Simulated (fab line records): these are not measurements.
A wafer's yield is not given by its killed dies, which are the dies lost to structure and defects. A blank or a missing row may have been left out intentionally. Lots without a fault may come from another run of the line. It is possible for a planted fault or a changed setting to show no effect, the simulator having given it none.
Problem report in the 8D (eight disciplines) form, filled by code ; flow gf180mcu ; the parts of the form that need people (team, actions taken, sign-off) are left out

## 1. THE ISSUE
Wafers without a fault read 160.02 C, standard deviation 0.14; temp_c at GF_STI_WET_ETCH_17 reads a mean of 155.99 C on 6 wafers belonging to 2 lots. That puts it -29 standard deviations away from the usual mean.
The step: etches Si3N4 in H3PO4, target depth 45 nm, time 514 s.
First observed at day 4 15:26: wafer L335.3, on wet_bench-03. At this step, 18 wafers from 6 lots have a number in the record. The rule behind "out" and "out of limits": a value lying over 4 standard deviations away from the usual mean. The rest of the wafers with a number are treated as sound.

## 2. WHAT IT IS, WHAT IT ISN'T
question;is;is not
which readings at this step;temp_c, bath_guard_temp_C;-
which lots;L335, L338;L326, L331, L334, L346
which wafers of those lots;all that have a number;-
read on which tools;wet_bench-03;wet_bench-02, wet_bench-04
when;from day 4 15:26;"up to then (9 sound wafers); but 3 sound wafers of L346 came after"

## 3. SUSPECTS, AND WHAT RULES EACH OUT
Counting: a tool at a process step up to the reading stays a suspect if it ran every lot that is out and no sound lot after the first of them.
- rie_diel-04 at GF_STI_ETCH_13 (etches the open film in CHF3/O2, stops on Si, target depth 282.31 nm, time 112.9 s): kept. All lots that are out passed through it, beginning with L335 at day 4 15:10, and no sound lot followed; its final sound lot before that point was L331 at day 3 19:45.
- wet_bench-03 at GF_STI_WET_ETCH_17 (etches Si3N4 in H3PO4, target depth 45 nm, time 514 s): kept. All lots that are out passed through it, beginning with L335 at day 4 15:26, and no sound lot followed; its final sound lot before that point was L331 at day 3 20:01. Its own bath_guard_temp_C, temp_c readings are out on those wafers.
What counting leaves: rie_diel-04 at GF_STI_ETCH_13 and wet_bench-03 at GF_STI_WET_ETCH_17.

## 4. THE CAUSE (what the simulator had put in)
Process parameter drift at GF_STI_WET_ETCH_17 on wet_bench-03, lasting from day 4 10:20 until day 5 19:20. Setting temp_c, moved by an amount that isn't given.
2 suspects survive the count, and this tool is in that group.

## 5. THE CHAIN OF EFFECTS, in route order
One row per reading whose mean, taken over the struck wafers that have a number, lies over 3 standard deviations from the usual. Only readings whose record carries a usual standard deviation are examined. hours: median over the lots of the time between each lot's start at the first step of this table that gives one and its start at this step. sigmas: the change, counted in usual standard deviations.
hours;step;reading;usual;on struck wafers;change;sigmas
0;GF_STI_WET_ETCH_17;bath_guard_temp_C;160.2 C;156.2;-4.0;-8.4
0;GF_STI_WET_ETCH_17;temp_c;160.02 C;155.99;-4.03;-29
Process steps it contains:
- GF_STI_WET_ETCH_17: etches Si3N4 in H3PO4, target depth 45 nm, time 514 s.
Later steps that measure or inspect, where all struck wafers having a row at the step show a number for every such reading and not one has moved that far: GF_STI_THK_MEAS_22, GF_STI_THK_MEAS_24.

## 6. WHAT WOULD HAVE CAUGHT IT SOONER
In this record no reading fell out of limits until day 4 15:26, 5 hours after the fault had begun at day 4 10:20.
